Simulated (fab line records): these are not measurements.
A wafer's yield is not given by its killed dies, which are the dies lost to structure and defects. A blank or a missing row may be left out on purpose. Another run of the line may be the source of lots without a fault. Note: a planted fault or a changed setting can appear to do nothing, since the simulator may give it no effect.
Matching of chambers | flow sky130 | SKY_FIELD_ISO_CMP_27 on cmp-01: 4 sister chambers
The step polishes, stops on Si3N4, t overpolish 16 s, target thk 457.8 nm. 7 wafers are shown with their chamber, then 7 later ones without.

== EACH WAFER AND ITS CHAMBER ==
wafer  | chamber | motor_current_A (A) | time_to_endpoint_s (s)
L237.3 | 3       | 14.0                | 114
L243.3 | 0       | 12.9                | 113
L243.6 | 3       | 14.5                | 114
L244.5 | 2       | 12.0                | 115
L244.6 | 1       | 12.9                | 125
L247.1 | 0       | 12.9                | 116
L247.3 | 1       | 12.6                | 125

== WAFERS MISSING THEIR CHAMBER ==
wafer  | motor_current_A (A) | time_to_endpoint_s (s)
L247.6 | 12.2                | 115
L249.3 | 12.3                | 113
L249.5 | 12.7                | 117
L249.6 | 12.3                | 110
L251.1 | 12.1                | 107
L251.3 | 12.4                | 115
L251.5 | 12.9                | 118

== EACH ONE'S CHAMBER ==
wafer  | from the rows above     | in truth
L247.6 | 2                       | 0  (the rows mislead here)
L249.3 | can't be placed: 2 or 0 | 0
L249.5 | can't be placed: 0 or 2 | 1
L249.6 | can't be placed: 2 or 0 | 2
L251.1 | can't be placed: 2 or 0 | 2
L251.3 | can't be placed: 2 or 0 | 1
L251.5 | can't be placed: 0 or 2 | 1
Correctly placed: 0 of 7. From these rows, 6 cannot be placed; in 3 the true chamber is one of the candidates. 1 placed wrongly.
How it was worked out, from the rows above alone: a wafer's distance from a chamber is the root of the sum, over the readings, of the square of ((its reading less the chamber's mean) divided by the reading's scatter). The wafer belongs to the nearest chamber; if the next one is less than 2 further off, it can't be placed. A chamber's mean is the mean of its shown wafers. The scatter: take each reading less its chamber's mean, square it, sum over the shown wafers, divide by the number of wafers less the number of chambers, and take the root.
